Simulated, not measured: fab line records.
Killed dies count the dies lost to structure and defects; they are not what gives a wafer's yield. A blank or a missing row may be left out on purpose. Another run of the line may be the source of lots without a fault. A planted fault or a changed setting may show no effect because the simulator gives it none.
fab line records	flow sky130
record lots=12	wafers=36	lastDay=50
route steps=708 shown GATE_OXIDE@197 POLY_GATE@227 LDD_N@246
lots with no fault: from the same line, run without faults
startH: the number of hours between the record's first day and the start of the first shown wafer of the lot	waitH: hours since the lot's step before	" repeats the value in the row above	L1.1+2: one row covering several wafers at once	- no value present, or no start provided	* or withheld: withheld	< > ~ a bound
route shown NAME@n: a module of which the file shows steps, and the number in the route of the first	usual: average and standard deviation across the fault-free wafers	same: alike in all rows	chamber/n: place in a boat	sites: per-site readings	_std_site: standard deviation of those values	_edge_site: inner sites' mean taken away from outer sites' mean	radiusMm: how far each site lies from the wafer's centre	mask NAME#n: copy n	behind: the most recent tool/chamber to have shaped the wafer	hold: why the lot went on hold/how many hours it stayed there/how the hold came to an end	device: which transistor (n, p or np) failed to switch	end of line: tests of these same wafers at the route's end	for a step that has no rows: nothing shown but its recipe	killed: not the wafer's yield, but the dies lost to structure and defects at the first sort	map: shows each die of a wafer: x if killed, . if not, _ if none is there
set.NAME: the setting the step ran with; set.NAME@STEP: the setting that earlier step ran with	model.NAME: the simulator's own value behind a step, which no gauge read
steps of the route over a sample of lots; a table a step, a row a wafer
services: a tool's chamber out of use, with start hour (startH, from the record's first day; less than 0 if before it), hours out, and reason
## steps
# step SKY_GATE_OXIDE_OVL_MEAS_10
# usual GATE_OXIDE_OVL=0.2/1.6
lot.wafer	tool	chamber	startH	waitH	GATE_OXIDE_OVL[nm]
L402.4	overlay-01	-	302.68	0.1	2.3
L402.5	"	-	"	"	1.9
L402.6	"	-	"	"	1.2
L406.1	overlay-01	-	342.06	0.1	-0.4
L406.3	"	-	"	"	0.1
L406.6	"	-	"	"	0.8
L408.2	overlay-02	-	359.42	0.1	-0.9
L408.3	"	-	"	"	-0.3
L408.6	"	-	"	"	1.3
L409.1	overlay-01	-	372.53	0.1	-1.0
L409.2	"	-	"	"	0.0
L409.3	"	-	"	"	0.2
L410.1	overlay-01	-	373.94	0.1	-0.8
L410.3	"	-	"	"	0.8
L410.6	"	-	"	"	-1.7
L411.1	overlay-01	-	386.19	0.1	-2.0
L411.3	"	-	"	"	-0.9
L411.6	"	-	"	"	-0.5
L413.2	overlay-01	-	398.42	0.1	-0.3
L413.3	"	-	"	"	-0.6
L413.5	"	-	"	"	-1.3
L412.1	overlay-02	-	398.71	0.1	3.1
L412.5	"	-	"	"	1.8
L412.6	"	-	"	"	1.5
L414.1	overlay-02	-	412.36	0.1	-2.0
L414.4	"	-	"	"	-0.7
L414.6	"	-	"	"	-0.2
L421.2	overlay-02	-	511.82	0.1	0.2
L421.3	"	-	"	"	-0.8
L421.4	"	-	"	"	-0.9
L423.1	overlay-01	-	518.28	0.1	-3.4
L423.2	"	-	"	"	-2.0
L423.5	"	-	"	"	-2.2
L422.1	overlay-02	-	518.56	0.1	0.0
L422.3	"	-	"	"	1.9
L422.5	"	-	"	"	0.7
# step SKY_POLY_GATE_CD_MEAS_13
# recipe targetCdNm=150
# usual cdNm=150.4/1.1
lot.wafer	tool	chamber	startH	waitH	cdNm
L402.4	cdSem-01	-	360.44	-	150.3
L402.5	"	-	"	"	150.3
L402.6	"	-	"	"	151.5
L406.1	cdSem-01	-	405.03	-	149.7
L406.3	"	-	"	"	150.4
L406.6	"	-	"	"	149.1
L408.2	cdSem-01	-	421.85	-	148.4
L408.3	"	-	"	"	150.2
L408.6	"	-	"	"	149.7
L409.1	cdSem-01	-	438.41	-	150.3
L409.2	"	-	"	"	151.3
L409.3	"	-	"	"	150.6
L410.1	cdSem-02	-	438.56	-	150.6
L410.3	"	-	"	"	150.3
L410.6	"	-	"	"	148.9
L411.1	cdSem-02	-	452.96	-	151.2
L411.3	"	-	"	"	150.3
L411.6	"	-	"	"	148.8
L413.2	cdSem-02	-	467.25	-	149.5
L413.3	"	-	"	"	149.4
L413.5	"	-	"	"	148.7
L412.1	cdSem-01	-	467.56	-	151.5
L412.5	"	-	"	"	151.8
L412.6	"	-	"	"	152.1
L414.1	cdSem-02	-	477.81	-	149.2
L414.4	"	-	"	"	149.1
L414.6	"	-	"	"	149.7
L421.2	cdSem-02	-	578.68	-	150.8
L421.3	"	-	"	"	151.5
L421.4	"	-	"	"	150.6
L423.1	cdSem-02	-	583.63	-	150.0
L423.2	"	-	"	"	149.8
L423.5	"	-	"	"	150.1
L422.1	cdSem-02	-	585.31	-	150.3
L422.3	"	-	"	"	151.2
L422.5	"	-	"	"	150.8
# step SKY_POLY_GATE_CD_MEAS_22
# usual cdNm=150.8/2.6
lot.wafer	tool	chamber	startH	waitH	cdNm
L402.4	cdSem-02	-	363.73	0.1	153.2
L402.5	"	-	"	"	150.5
L402.6	"	-	"	"	152.8
L406.1	cdSem-02	-	408.99	0.1	146.8
L406.3	"	-	"	"	153.5
L406.6	"	-	"	"	150.1
L408.2	cdSem-01	-	424.31	0.1	148.8
L408.3	"	-	"	"	153.0
L408.6	"	-	"	"	152.3
L409.1	cdSem-02	-	440.27	0.1	149.2
L409.2	"	-	"	"	150.3
L409.3	"	-	"	"	149.3
L410.1	cdSem-01	-	440.42	0.1	150.4
L410.3	"	-	"	"	153.4
L410.6	"	-	"	"	150.8
L411.1	cdSem-01	-	456.27	0.1	154.3
L411.3	"	-	"	"	153.4
L411.6	"	-	"	"	147.7
L413.2	cdSem-01	-	469.11	0.1	150.4
L413.3	"	-	"	"	150.7
L413.5	"	-	"	"	148.8
L412.1	cdSem-02	-	471.28	0.1	149.4
L412.5	"	-	"	"	149.0
L412.6	"	-	"	"	154.7
L414.1	cdSem-02	-	479.66	0.1	147.5
L414.4	"	-	"	"	149.2
L414.6	"	-	"	"	146.2
L421.2	cdSem-02	-	580.54	0.1	154.8
L421.3	"	-	"	"	148.5
L421.4	"	-	"	"	146.8
L423.1	cdSem-02	-	585.87	0.1	151.2
L423.2	"	-	"	"	150.0
L423.5	"	-	"	"	151.0
L422.1	cdSem-02	-	587.16	0.1	152.1
L422.3	"	-	"	"	149.0
L422.5	"	-	"	"	153.2
# step SKY_LDD_N_IMPLANT_09
# recipe species=As	energyKev=20	doseCm2=7.5e+13	tiltDeg=withheld	rotationDeg=113
# usual beamEnergyKeV=19.999/0.0059	doseIonsCm2=7.5e+13/8.1e+10	faradayCurrentUA=422/8.3
lot.wafer	tool	chamber	startH	waitH	beamEnergyKeV	doseIonsCm2	faradayCurrentUA
L402.4	implanter-04	0	392.12	0.1	19.997	7.491e+13	418
L402.5	"	0	"	"	20.004	7.493e+13	420
L402.6	"	0	"	"	20.005	7.489e+13	421
L406.1	implanter-04	0	440.70	0.1	20.002	7.5e+13	421
L406.3	"	0	"	"	20.007	7.506e+13	430
L406.6	"	0	"	"	20.008	7.499e+13	418
L408.2	implanter-01	0	456.14	0.1	20.000	7.499e+13	420
L408.3	"	0	"	"	19.995	7.491e+13	420
L408.6	"	0	"	"	20.002	7.489e+13	431
L409.1	implanter-03	0	471.31	0.1	20.002	7.52e+13	431
L409.2	"	0	"	"	20.010	7.507e+13	419
L409.3	"	0	"	"	20.000	7.505e+13	434
L410.1	implanter-01	0	471.61	0.1	20.006	7.496e+13	421
L410.3	"	0	"	"	19.996	7.506e+13	434
L410.6	"	0	"	"	20.001	7.503e+13	424
L411.1	implanter-01	0	486.16	0.1	19.998	7.503e+13	438
L411.3	"	0	"	"	20.008	7.495e+13	406
L411.6	"	0	"	"	20.001	7.494e+13	421
L413.2	implanter-04	0	499.92	0.1	20.000	7.505e+13	429
L413.3	"	0	"	"	20.003	7.498e+13	423
L413.5	"	0	"	"	19.999	7.496e+13	423
L412.1	implanter-01	0	501.72	0.1	20.005	5.457e+13	299
L412.5	"	0	"	"	20.000	5.459e+13	318
L412.6	"	0	"	"	19.994	5.453e+13	314
L414.1	implanter-01	0	510.87	0.1	20.002	5.45e+13	302
L414.4	"	0	"	"	19.993	5.444e+13	312
L414.6	"	0	"	"	19.995	5.449e+13	312
L421.2	implanter-01	0	610.35	0.1	19.993	7.494e+13	408
L421.3	"	0	"	"	19.985	7.505e+13	422
L421.4	"	0	"	"	19.997	7.486e+13	433
L423.1	implanter-03	0	614.85	0.1	19.993	7.516e+13	423
L423.2	"	0	"	"	20.006	7.503e+13	419
L423.5	"	0	"	"	20.004	7.52e+13	437
L422.1	implanter-01	0	616.31	0.1	20.007	7.491e+13	423
L422.3	"	0	"	"	20.003	7.494e+13	427
L422.5	"	0	"	"	20.008	7.514e+13	426
# step SKY_LDD_N_STRIP_16
# recipe chemistry=O2/N2	powerW=1400	pressureMtorr=1500	platenTempC=withheld	o2FlowSccm=3000	n2FlowSccm=300	overashFraction=0.5
# usual drypumpMotorCurrentA=5.6/0.45	oesProductAu=0.407/0.0047	stripTimeToEndpointS=4.320/0.019
lot.wafer	tool	chamber	startH	waitH	drypumpMotorCurrentA	oesProductAu	rfHoursCounterH	stripTimeToEndpointS
L402.4	plasmaAsher-04	1	393.13	0.1	5.7	0.408	-	4.351
L402.5	"	0	"	"	6.0	0.405	-	4.351
L402.6	"	1	"	"	5.8	0.409	-	4.344
L406.1	plasmaAsher-01	1	441.75	0.1	5.7	0.403	33	4.306
L406.3	"	1	"	"	5.7	0.405	-	4.314
L406.6	"	1	"	"	5.8	0.407	-	4.326
L408.2	plasmaAsher-01	1	457.16	0.1	5.8	0.408	35	4.341
L408.3	"	1	"	"	5.8	0.403	-	4.350
L408.6	"	0	"	"	4.9	0.409	-	4.361
L409.1	plasmaAsher-01	1	472.36	0.1	5.7	0.410	36	4.321
L409.2	"	0	"	"	5.0	0.402	36	4.336
L409.3	"	1	"	"	5.8	0.412	-	4.315
L410.1	plasmaAsher-01	0	472.66	0.1	5.0	0.404	36	4.347
L410.3	"	0	"	"	5.0	0.413	-	4.367
L410.6	"	1	"	"	5.8	0.405	-	4.350
L411.1	plasmaAsher-02	0	487.21	0.1	6.3	0.412	69	4.313
L411.3	"	0	"	"	6.3	0.393	-	4.316
L411.6	"	1	"	"	5.7	0.401	-	4.309
L413.2	plasmaAsher-01	1	500.95	0.1	5.8	0.407	39	4.293
L413.3	"	0	"	"	5.0	0.411	-	4.296
L413.5	"	0	"	"	5.0	0.403	-	4.289
L412.1	plasmaAsher-01	1	502.77	0.1	5.8	0.405	39	4.245
L412.5	"	0	"	"	5.0	0.408	-	4.247
L412.6	"	1	"	"	5.8	0.409	-	4.243
L414.1	plasmaAsher-02	1	511.92	0.1	5.7	0.404	71	4.267
L414.4	"	1	"	"	5.7	0.414	-	4.257
L414.6	"	1	"	"	5.7	0.405	-	4.261
L421.2	plasmaAsher-02	1	611.37	0.1	5.7	0.407	81	4.329
L421.3	"	1	"	"	5.7	0.407	-	4.335
L421.4	"	0	"	"	6.3	0.404	-	4.333
L423.1	plasmaAsher-02	0	615.90	0.1	6.3	0.406	81	4.316
L423.2	"	1	"	"	5.7	0.409	81	4.334
L423.5	"	0	"	"	6.4	0.409	-	4.323
L422.1	plasmaAsher-01	0	617.36	0.1	5.0	0.407	51	4.317
L422.3	"	1	"	"	5.8	0.408	-	4.324
L422.5	"	0	"	"	5.0	0.410	-	4.332
## services
tool	chamber	startH	hours	kind
implanter-04	-	376.01	1.0	repair
implanter-01	-	381.05	12.3	pm
implanter-03	-	396.24	1.2	repair
implanter-03	-	421.72	3.4	pm
implanter-03	-	445.17	5.9	repair
implanter-04	-	470.66	1.2	repair
implanter-04	-	512.64	12.1	repair
implanter-01	-	518.01	2.9	repair
implanter-03	-	519.18	1.3	repair
plasmaAsher-02	-	524.82	5.3	repair
implanter-03	-	535.15	2.3	repair
implanter-03	-	537.57	0.8	repair
implanter-03	-	550.93	6.3	repair
implanter-01	-	551.86	4.3	pm
plasmaAsher-04	-	576.53	2.8	repair
implanter-01	-	578.81	3.3	repair
implanter-01	-	617.37	2.1	repair
## key
firstSign step=SKY_LDD_N_IMPLANT_09	reading=doseIonsCm2	direction=down	sigmas=99+	usual=*	struck=*
effect step=SKY_LDD_N_IMPLANT_09	reading=faradayCurrentUA	direction=down	sigmas=14	usual=422	struck=310
effect step=SKY_LDD_N_STRIP_16	reading=stripTimeToEndpointS	direction=down	sigmas=3.5	usual=*	struck=*
metAt SKY_LDD_N_IMPLANT_09
struckLots L412,L414
testerLeftOut L412,L414
notActingAt SKY_GATE_OXIDE_OVL_MEAS_10,SKY_POLY_GATE_CD_MEAS_13,SKY_POLY_GATE_CD_MEAS_22
onsetBetween 486.16 501.72
fault kind=processParameterDrift	tool=implanter-01	chamber=-	onsetH=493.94	steps=SKY_LDD_N_IMPLANT_09	channel=doseCm2	offset=*	shape=step	endH=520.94	actsIn=*	stated=*
# testerLeftOut: of these lots the tester's yield and bins aren't shown, on N5 and GAA mostly nor the transistor test; their killed dies are dies lost to structure and defects alone, not to doping, threshold or leakage, so they don't give the yield
